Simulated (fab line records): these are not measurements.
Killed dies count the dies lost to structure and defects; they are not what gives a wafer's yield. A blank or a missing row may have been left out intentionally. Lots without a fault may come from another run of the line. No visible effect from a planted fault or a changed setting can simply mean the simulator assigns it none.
A struck lot beside a sound one | flow sfqLine | 14 out of 325 route steps
Sound: wafers L385.3, L385.4, L385.6. Wafers struck: L394.1, L394.2, L394.3. The cause is given at the end.
Order at every step that has rows: each side's tool, ch and its chambers, its first start. Under that, the readings that differ: sound wafers | struck wafers | difference of the means | sigmas: that difference in standard deviations of wafers without a fault.
alike: same words and numbers on both sides, and readings whose means sit less than 2 such deviations apart. not compared: any withheld reading, any reading some wafer has no value for, any bound like >300 that may hide the same value, and any number with overlapping values for which the record gives no deviation.
A row with sigmas, a row that says differs or no value, or rows on one side alone: a step with any of these is where the two part. When numbers do not overlap yet have no deviation, they are printed without sigmas and do not part them. Lack of a reading on every wafer of one side parts them only where that side has two or more wafers.

first, 3 steps without rows for these wafers: SFQ_TRILAYER_M5_LITHO_EXPOSE_124 (exposes mask M5, target cd 700 nm); SFQ_TRILAYER_M5_LITHO_PEB_126 (peb time 60 s); SFQ_TRILAYER_M5_LITHO_DEVELOP_125 (time 60 s).
SFQ_M5_OVL_MEAS_932:
  sound on overlay-02 at day 58 12:35; struck on overlay-01 at day 59 17:22
  alike: M5_OVL
SFQ_TRILAYER_M5_BARC_OPEN_METAL_ETCH_161: etches BARC in O2, target depth 125 nm, time 41.7 s.
  sound on rieMetal-03 ch 0,1, day 58 12:37; struck on rieMetal-03 ch 0,1, day 59 17:24
  alike: chamberPressureMTorr, drypumpMotorCurrentA, oesProductAu, rfFwdPowerW
  not compared: rfHoursCounterH
then, 1 step without rows for these wafers: SFQ_TRILAYER_M5_ETCH_METAL_ETCH_126 (etches Nb in Cl2/BCl3, stops on SiO2, time 203.2 s, target depth 265 nm).
SFQ_TRILAYER_M5_STRIP_STRIP_127: strips in O2.
  sound on rieMetal-03 ch 0,1, day 58 13:04; struck on rieMetal-03 ch 0,1, day 59 17:40
  alike: chamberPressureMTorr, drypumpMotorCurrentA, oesProductAu
  not compared: rfHoursCounterH
then, 1 step without rows for these wafers: SFQ_TRILAYER_M5_STRIP_SOLV_CLEAN_128 (cleans in NMP, time 600 s).
SFQ_TRILAYER_A5B_DEP_PECVD_129: deposits SiO2 from SiH4/N2O, time 133.33 s, target thk 600 nm.
  sound on pecvd-03 ch 0,1, day 58 13:39; struck on pecvd-03 ch 0,1,2, day 59 18:28
reading         | sound             | struck            | difference | sigmas
rfFwdPowerW (W) | 183.3 184.0 183.3 | 182.5 181.9 182.5 | -1.2       | -2
  alike: heaterPowerOuterW, heaterPowerW, throttleValvePct
then, 2 steps without rows for these wafers: SFQ_TRILAYER_A5B_CMP_CMP_130 (polishes, stops on Nb, target thk 340.7 nm); SFQ_TRILAYER_A5B_METRO_MEASURE_131.
SFQ_TRILAYER_R5_DEP_SPUTTER_132: material Ti, target thk 5 nm, time 5 s.
  sound on pvdSputter-03 at day 58 20:16; struck on pvdSputter-05 at day 60 05:21
  alike: cathodeDcPowerW, chamberPressurePa, throttleValvePct
SFQ_TRILAYER_R5_DEP_SPUTTER_133: material MoNx, target thk 40 nm, time 66.7 s.
  sound on pvdSputter-03 at day 58 20:17; struck on pvdSputter-05 at day 60 05:22
reading                | sound                | struck               | difference | sigmas
chamberPressurePa (Pa) | 0.3998 0.4009 0.3991 | 0.3445 0.3439 0.3452 | -0.0554    | -66
throttleValvePct (%)   | 29.5 31.1 29.3       | 31.9 34.0 32.4       | +2.8       | +3
  alike: cathodeDcPowerW
SFQ_TRILAYER_R5_DEP_SPUTTER_134: material Ti, target thk 5 nm, time 5 s.
  sound on pvdSputter-03 at day 58 20:21; struck on pvdSputter-05 at day 60 05:25
  alike: cathodeDcPowerW, chamberPressurePa, throttleValvePct

WHERE THEY PART
First at SFQ_TRILAYER_A5B_DEP_PECVD_129; last, within this record, at SFQ_TRILAYER_R5_DEP_SPUTTER_133. Later steps at which nothing parts them and some readings are alike: SFQ_TRILAYER_R5_DEP_SPUTTER_134.

WHY: what had been put in by the simulator
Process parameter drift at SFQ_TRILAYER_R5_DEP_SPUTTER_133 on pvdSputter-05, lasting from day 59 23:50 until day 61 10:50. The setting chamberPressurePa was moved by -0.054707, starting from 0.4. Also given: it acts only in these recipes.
